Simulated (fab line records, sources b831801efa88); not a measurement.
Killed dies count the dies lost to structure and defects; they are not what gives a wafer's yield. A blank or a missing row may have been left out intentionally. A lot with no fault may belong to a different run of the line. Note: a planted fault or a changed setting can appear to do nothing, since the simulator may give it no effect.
The tool behind it: which one? | flow sfqLine | 7 lots with 21 wafers sampled at 3 steps, on a route of 325 steps

WHAT EACH GAUGE READ, for each wafer
SFQ_M4_RS_MEAS_924: uses a four-point probe to measure.
lot  | measured     | on           | M4_NB_RS (ohm/sq)
L482 | day 51 03:47 | filmMetro-01 | 0.907 0.900 0.902
L487 | day 53 03:49 | filmMetro-01 | 0.707 0.910 0.724
L495 | day 56 07:12 | filmMetro-03 | 0.901 0.880 0.873
L498 | day 57 02:23 | filmMetro-01 | 0.903 0.904 0.903
L500 | day 57 05:54 | filmMetro-03 | 0.883 0.894 0.892
L502 | day 57 20:22 | filmMetro-01 | 0.895 0.894 0.892
L504 | day 58 20:18 | filmMetro-03 | 0.906 0.897 0.916

WHAT TOOL EACH LOT RAN ON (gives the tool, then ch and the chambers of the sampled wafers, and finally the start)
lot  | SFQ_TRILAYER_M2_BARC_OPEN_METAL_ETCH_077 | SFQ_TRILAYER_M4_DEP_SPUTTER_091
L482 | rieMetal-03 ch 0,1, day 32 10:19         | pvdSputter-03, day 51 03:42
L487 | rieMetal-02 ch 0,1, day 34 10:26         | pvdSputter-03, day 53 03:44
L495 | rieMetal-02 ch 0,1, day 38 03:11         | pvdSputter-05, day 56 07:05
L498 | rieMetal-03 ch 0,1, day 38 22:47         | pvdSputter-03, day 57 02:14
L500 | rieMetal-01 ch 0,1, day 42 20:46         | pvdSputter-05, day 57 05:49
L502 | rieMetal-01 ch 0,1, day 45 23:19         | pvdSputter-05, day 57 20:14
L504 | rieMetal-01 ch 0,1, day 47 05:17         | pvdSputter-03, day 58 20:13
- SFQ_TRILAYER_M2_BARC_OPEN_METAL_ETCH_077: etches BARC in O2, target depth 125 nm, time 41.7 s.
- SFQ_TRILAYER_M4_DEP_SPUTTER_091: material Nb, target thk 200 nm, time 133.3 s.

THE ANSWER, worked out from the rows above alone
Rule: the usual values come from the lots themselves. The widest of any qualifying gaps counts: lots, ordered by their means at a reading, are off when they make up no more than a third of the lots, leave a main group of 4 or more, and stand apart from it by 3 or more times the standard deviation of that group's means. A main group whose means are all the same, to the digits that the tables above print for the reading, isn't used. Also off: a lot with no number at a reading for which 4 or more lots have one. Where the step has rows for the other lots, those lots are counted as sound.
Off: at SFQ_M4_RS_MEAS_924 (M4_NB_RS), L487. The main group: mean 0.897 ohm/sq, standard deviation 0.008.
A tool fits if, at a process step before that reading, it ran every lot that is off, and no sound lot after the first of them. Gauges at SFQ_M4_RS_MEAS_924: tried the same way as those tools. Of those tried, none fits.

WHAT HAD BEEN PUT IN BY THE SIMULATOR
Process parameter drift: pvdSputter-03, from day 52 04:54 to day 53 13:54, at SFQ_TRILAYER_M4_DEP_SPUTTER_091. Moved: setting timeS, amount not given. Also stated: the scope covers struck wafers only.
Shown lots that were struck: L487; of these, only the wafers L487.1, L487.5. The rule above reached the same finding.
